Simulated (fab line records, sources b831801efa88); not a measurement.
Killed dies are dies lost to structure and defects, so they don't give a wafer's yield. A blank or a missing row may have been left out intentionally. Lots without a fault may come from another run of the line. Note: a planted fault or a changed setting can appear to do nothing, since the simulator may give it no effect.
Struck lot and sound lot, side by side    flow sfqLine    42 steps out of a route of 325
Sound: wafers L981.1, L981.3, L981.4. Struck: wafer L987.6 (left out: L987.1, a lot-mate that was not struck); the cause follows at the end.
For every step that has rows: the tool of each side, followed by ch and its chambers, followed by its first start. Under that, the readings that differ: sound wafers    struck wafers    difference of the means    sigmas: that difference in standard deviations of wafers without a fault.
alike: readings with means less than 2 such deviations apart, plus words and numbers identical on both sides. not compared: withheld readings, readings lacking a value on some wafer, bounds such as >300 that could conceal the same value, and numbers that have no deviation in the record and whose values overlap.
The two part at a step that has a row with sigmas, a row that says differs or no value, or rows on one side only. Non-overlapping numbers with no deviation appear without sigmas and do not part them. Lack of a reading on every wafer of one side parts them only where that side has two or more wafers.

first, 6 steps without rows for these wafers: SFQ_TRILAYER_I0_VIA_LITHO_COAT_036 (resist thk 62 nm); SFQ_TRILAYER_I0_VIA_LITHO_COAT_031 (resist thk 650 nm); SFQ_TRILAYER_I0_VIA_LITHO_SOFTBAKE_035; SFQ_TRILAYER_I0_VIA_LITHO_EXPOSE_032 (exposes mask I0, target cd 500 nm); SFQ_TRILAYER_I0_VIA_LITHO_PEB_034 (peb time 60 s); SFQ_TRILAYER_I0_VIA_LITHO_DEVELOP_033 (time 60 s).
SFQ_I0_OVL_MEAS_908:
  struck on overlay-01, day 24 12:49; sound on overlay-02, day 21 16:22
  alike: I0_OVL
then, 1 step without rows for these wafers: SFQ_TRILAYER_I0_VIA_BARC_OPEN_VIA_ETCH_046 (etches BARC in O2, target depth 125 nm, time 41.7 s).
SFQ_TRILAYER_I0_VIA_ETCH_VIA_ETCH_034: etches SiO2 in CHF3, stops on Nb, target depth 260 nm.
  sound on rieDiel-04 ch 0,1,2, day 21 16:26; struck on rieDiel-04 ch 0, day 24 12:53
  alike: drypumpMotorCurrentA, oesProductAu, rfFwdPowerW
then, 3 steps without rows for these wafers: SFQ_TRILAYER_I0_VIA_STRIP_STRIP_035 (strips in O2); SFQ_TRILAYER_I0_VIA_STRIP_SOLV_CLEAN_036 (cleans in NMP, time 600 s); SFQ_TRILAYER_M1_DEP_PRE_CLEAN_038 (time 22.5 s).
SFQ_TRILAYER_M1_DEP_SPUTTER_037: material Nb, target thk 200 nm, time 133.3 s.
  struck on pvdSputter-03, day 24 13:49; sound on pvdSputter-04, day 21 17:22
reading                                             sound              struck  difference  sigmas
model.Nb_of_TRILAYER_M1_DEP_SPUTTER_037.thkNm (nm)  202.8 201.6 199.7  144.8   -56.6       
  alike: cathodeDcPowerW, throttleValvePct
SFQ_M1_RS_MEAS_909: a four-point-probe measurement.
  struck on filmMetro-02, day 24 13:54; sound on filmMetro-03, day 21 17:27
reading            sound              struck  difference  sigmas
M1_NB_RS (ohm/sq)  0.877 0.881 0.888  1.234   +0.352      +35
then, 6 steps without rows for these wafers: SFQ_TRILAYER_M1_LITHO_COAT_044 (resist thk 62 nm); SFQ_TRILAYER_M1_LITHO_COAT_039 (resist thk 600 nm); SFQ_TRILAYER_M1_LITHO_SOFTBAKE_043; SFQ_TRILAYER_M1_LITHO_EXPOSE_040 (exposes mask M1, target cd 500 nm); SFQ_TRILAYER_M1_LITHO_PEB_042 (peb time 60 s); SFQ_TRILAYER_M1_LITHO_DEVELOP_041 (time 60 s).
-- the record jumps here: 7 days lie between the struck wafers' starts before and after --
SFQ_M1_OVL_MEAS_911:
  struck on overlay-02, day 31 02:11; sound on overlay-01, day 28 06:26
  alike: M1_OVL
then, 1 step without rows for these wafers: SFQ_TRILAYER_M1_BARC_OPEN_METAL_ETCH_054 (etches BARC in O2, target depth 125 nm, time 41.7 s).
SFQ_TRILAYER_M1_ETCH_METAL_ETCH_042: etches Nb in Cl2/Ar, stops on SiO2, target depth 240 nm, time 120 s.
  sound on rieMetal-02 ch 0,1, day 28 06:32; struck on rieMetal-03 ch 0, day 31 02:17
reading              sound              struck  difference  sigmas
oesProductAu (a.u.)  0.905 0.897 0.889  0.750   -0.147      -20
  alike: drypumpMotorCurrentA, heBacksideLeakSccm, rfFwdPowerW
  not compared: rfHoursCounterH
SFQ_TRILAYER_M1_STRIP_STRIP_043: strips in O2.
  sound on rieMetal-02 ch 0,1, day 28 06:40; struck on rieMetal-03 ch 0, day 31 02:24
  alike: drypumpMotorCurrentA, heBacksideLeakSccm, oesProductAu
  not compared: rfHoursCounterH
then, 3 steps without rows for these wafers: SFQ_TRILAYER_M1_STRIP_SOLV_CLEAN_044 (cleans in NMP, time 600 s); SFQ_TRILAYER_I1_DEP_PECVD_045 (deposits SiO2 from SiH4/N2O, time 111.11 s, target thk 500 nm); SFQ_TRILAYER_I1_CMP_CMP_046 (polishes SiO2).
SFQ_I1_BOW_MEAS_912:
  struck on filmMetro-03, day 31 06:54; sound on filmMetro-01, day 28 10:35
  alike: I1_BOW
then, 7 steps without rows for these wafers: SFQ_TRILAYER_I1_METRO_MEASURE_047; SFQ_TRILAYER_I1_VIA_LITHO_COAT_054 (resist thk 62 nm); SFQ_TRILAYER_I1_VIA_LITHO_COAT_049 (resist thk 650 nm); SFQ_TRILAYER_I1_VIA_LITHO_SOFTBAKE_053; SFQ_TRILAYER_I1_VIA_LITHO_EXPOSE_050 (exposes mask I1, target cd 500 nm); SFQ_TRILAYER_I1_VIA_LITHO_PEB_052 (peb time 60 s); SFQ_TRILAYER_I1_VIA_LITHO_DEVELOP_051 (time 60 s).
SFQ_I1_OVL_MEAS_913:
  struck on overlay-02, day 31 10:28; sound on overlay-01, day 30 06:14
  alike: I1_OVL
SFQ_TRILAYER_I1_VIA_BARC_OPEN_VIA_ETCH_071: etches BARC in O2, target depth 125 nm, time 41.7 s.
  sound on rieDiel-02 ch 0,1,2, day 30 06:16; struck on rieDiel-02 ch 1, day 31 10:30
reading              sound              struck  difference  sigmas
oesProductAu (a.u.)  0.686 0.689 0.691  0.674   -0.015      -3
  alike: drypumpMotorCurrentA, rfFwdPowerW
  not compared: rfHoursCounterH
SFQ_TRILAYER_I1_VIA_ETCH_VIA_ETCH_052: etches SiO2 in CHF3, stops on Nb, target depth 260 nm.
  sound on rieDiel-02 ch 0,1,2, day 30 06:19; struck on rieDiel-02 ch 1, day 31 10:32
  alike: drypumpMotorCurrentA, oesProductAu, rfFwdPowerW
SFQ_TRILAYER_I1_VIA_STRIP_STRIP_053: strips in O2.
  sound on rieMetal-01 ch 0,1, day 30 06:25; struck on rieMetal-04 ch 0, day 31 10:40
  alike: drypumpMotorCurrentA, heBacksideLeakSccm, oesProductAu
  not compared: rfHoursCounterH
then, 2 steps without rows for these wafers: SFQ_TRILAYER_I1_VIA_STRIP_SOLV_CLEAN_054 (cleans in NMP, time 600 s); SFQ_TRILAYER_M2_DEP_PRE_CLEAN_056 (time 22.5 s).
-- the record jumps here: 60 days lie between the struck wafers' starts before and after --
SFQ_M8_BOW_MEAS_951:
  struck on filmMetro-02, day 91 08:32; sound on filmMetro-04, day 83 02:53
reading                 sound                struck  difference  sigmas
model.etest.m1.ohmUm    1.766 1.773 1.79     2.461   +0.685      
model.etest.i0.linkOhm  1.956 1.954 1.978    2.376   +0.413      
model.etest.m1.ohmSq    0.8775 0.8827 0.891  1.229   +0.345      
model.etest.i1.linkOhm  1.954 1.959 1.972    2.295   +0.333      
  alike: M8_BOW

WHERE THEY PART
Last at SFQ_TRILAYER_I1_VIA_BARC_OPEN_VIA_ETCH_071 as far as this record goes, first at SFQ_M1_RS_MEAS_909. Later steps at which nothing parts them and some readings are alike: SFQ_TRILAYER_I1_VIA_ETCH_VIA_ETCH_052, SFQ_TRILAYER_I1_VIA_STRIP_STRIP_053, SFQ_M8_BOW_MEAS_951.

WHY: what had been put in by the simulator
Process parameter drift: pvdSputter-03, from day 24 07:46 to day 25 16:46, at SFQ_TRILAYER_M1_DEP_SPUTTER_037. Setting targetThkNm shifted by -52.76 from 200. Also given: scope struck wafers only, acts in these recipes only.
